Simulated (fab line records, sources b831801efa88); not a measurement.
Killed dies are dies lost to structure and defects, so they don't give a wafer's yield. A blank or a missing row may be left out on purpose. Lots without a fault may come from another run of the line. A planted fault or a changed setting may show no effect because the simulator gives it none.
Problem report in the 8D (eight disciplines) form, filled by code | flow sky130 | the parts of the form that need people (team, actions taken, sign-off) are left out

1. THE PROBLEM
chamber_pressure_pa at SKY_METAL1_SPUTTER_02 reads a mean of 0.3575 Pa on 6 wafers of 2 lots; wafers without a fault read 0.4000 Pa with a standard deviation of 0.00075. That is -57 standard deviations from the usual mean.
The step: material AlCu, target thk 250 nm, time 13.3 s.
First seen on wafer L432.1, day 37 01:47, on pvd_sputter-03. The record holds 18 wafers of 6 lots with a number at this step. Rule for "out", or "out of limits": more than 4 standard deviations from the usual mean. The other wafers with a number count as sound.

2. WHAT IT IS AND WHAT IT IS NOT
question                    | is                     | is not
which readings at this step | chamber_pressure_pa    | throttle_valve_pct
which lots                  | L432, L433             | L423, L424, L435, L440
which wafers of those lots  | all that have a number | -
read on which tools         | pvd_sputter-03         | pvd_sputter-01, pvd_sputter-04
when                        | from day 37 01:47      | up to then (6 sound wafers); but 6 sound wafers of L435, L440 came after

3. SUSPECTS, AND WHAT RULES EACH OUT
Counting: a tool at a process step up to the reading stays a suspect if it ran every lot that is out and no sound lot after the first of them.
- cmp-02 at SKY_CONTACT_CMP_27 (polishes, stops on SiO2, t overpolish 15 s, target thk 0 nm): ruled out as a lasting fault. Sound lots L440 ran on it after its first lot that is out, L432 (day 37 01:29).
- pvd_sputter-03 at SKY_METAL1_SPUTTER_00 (material Ti, target thk 15 nm, time 10 s): kept. It ran every lot that is out, first L432 (day 37 01:44), and no sound lot after that; its last sound lot up to then is L424 (day 34 00:20).
- pvd_sputter-03 at SKY_METAL1_SPUTTER_02 (material AlCu, target thk 250 nm, time 13.3 s): kept. It ran every lot that is out, first L432 (day 37 01:47), and no sound lot after that; its last sound lot up to then is L424 (day 34 00:23). Its own readings are out on those wafers: chamber_pressure_pa.
Left after counting: pvd_sputter-03 at SKY_METAL1_SPUTTER_00, pvd_sputter-03 at SKY_METAL1_SPUTTER_02.

4. THE CAUSE (what the simulator had put in)
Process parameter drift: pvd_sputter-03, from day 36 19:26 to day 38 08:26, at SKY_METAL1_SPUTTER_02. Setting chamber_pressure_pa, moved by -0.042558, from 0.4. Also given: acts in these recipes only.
Counting left 2 suspects, and this tool is among them.

5. THE CHAIN OF EFFECTS, in route order
Each row: a reading whose mean over the struck wafers that have a number lies more than 3 standard deviations from the usual. Only readings for which the record gives a usual standard deviation are gone through. hours: the time from each lot's start at the first step in this table that gives one to its start at this step, as a median over the lots. sigmas: the change in usual standard deviations.
hours | step                  | reading             | usual     | on struck wafers | change  | sigmas
0     | SKY_METAL1_SPUTTER_02 | chamber_pressure_pa | 0.4000 Pa | 0.3575           | -0.0425 | -57
The process steps in it:
- SKY_METAL1_SPUTTER_02: material AlCu, target thk 250 nm, time 13.3 s.
Later measuring or inspecting steps at which every struck wafer that the step has a row for has a number for every such reading, and none has moved that far: SKY_METAL1_RS_MEAS_05, SKY_METAL1_THK_MEAS_06, SKY_METAL1_CD_MEAS_15, SKY_METAL1_OVL_MEAS_16.

6. WHAT WOULD HAVE CAUGHT IT SOONER
In this record the first reading out of limits was taken at day 37 01:47, 6 hours after the fault began at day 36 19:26.
